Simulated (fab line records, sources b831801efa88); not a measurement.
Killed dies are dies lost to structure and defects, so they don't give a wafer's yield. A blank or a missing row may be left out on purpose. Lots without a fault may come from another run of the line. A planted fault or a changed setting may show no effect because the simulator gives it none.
One fault seen from 2 desks | flow gf180mcu | each desk has only its own numbers; what lay behind them comes last

THE METROLOGY DESK
What the gauges read, lot by lot, whatever tool the lot ran on: means of the sampled wafers that have a number. A lot is out of limits, marked OUT, if its mean lies more than 4 standard deviations from the usual mean; the brackets give that distance.
Columns: A = V4_CVD_02_THK at GF_V4_THK_MEAS_03, usual 848 nm
lot  | first seen here | A
L651 | day 25 03:35    | 852
L652 | day 25 11:21    | 836
L653 | day 25 17:50    | 854
L654 | day 26 08:32    | 843
L656 | day 27 01:02    | 856
L660 | day 28 02:46    | 834
L661 | day 28 05:46    | 856
L664 | day 29 08:06    | 861
L667 | day 30 00:03    | 856
L668 | day 30 09:35    | 858
L669 | day 30 14:29    | 855
L670 | day 30 20:37    | 853
This desk's finding: nothing out of limits on any of the 12 lots.

THE TOOL OWNER'S DESK: litho_track-03
The tool's own readings at GF_HV_LDD_SOFTBAKE_15 (time 60 s): means of the sampled wafers that have a number, for each lot that ran on this tool. A lot is out of limits, marked OUT, if its mean lies more than 4 standard deviations from the usual mean; the brackets give that distance.
Columns: A = heater_power_total_W at GF_HV_LDD_SOFTBAKE_15, usual 56.59 W; B = plate_temp_C at GF_HV_LDD_SOFTBAKE_15, usual 89.96 C
lot  | first seen here | A               | B
L651 | day 11 16:59    | 56.58           | 89.97
L653 | day 12 04:35    | 56.59           | 89.81
L660 | day 14 14:20    | 52.87 (-83) OUT | 85.57 (-34) OUT
L661 | day 14 17:16    | 52.81 (-84) OUT | 85.70 (-33) OUT
L670 | day 17 18:34    | 56.62           | 89.90
This desk's finding: out of limits on L660, L661; first on L660, day 14 14:20 (heater_power_total_W at GF_HV_LDD_SOFTBAKE_15). In limits: L651, L653, L670.

PUT TOGETHER
The tool owner's desk could have raised an alarm at day 14 14:20, on L660, L661.
The metrology desk saw nothing out of limits.
The metrology desk has L660, L661 on record, within its limits.
Of the lots named, all ran GF_HV_LDD_SOFTBAKE_15 on litho_track-03.

WHAT THE SIMULATOR HAD PUT IN
Process parameter drift: litho_track-03, from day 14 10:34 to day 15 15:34, at GF_HV_LDD_SOFTBAKE_15. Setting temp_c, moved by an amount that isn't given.
Lots struck among those shown: L660, L661.
Hours from the fault's start to each desk's first reading out of limits: the tool owner's desk, 4.
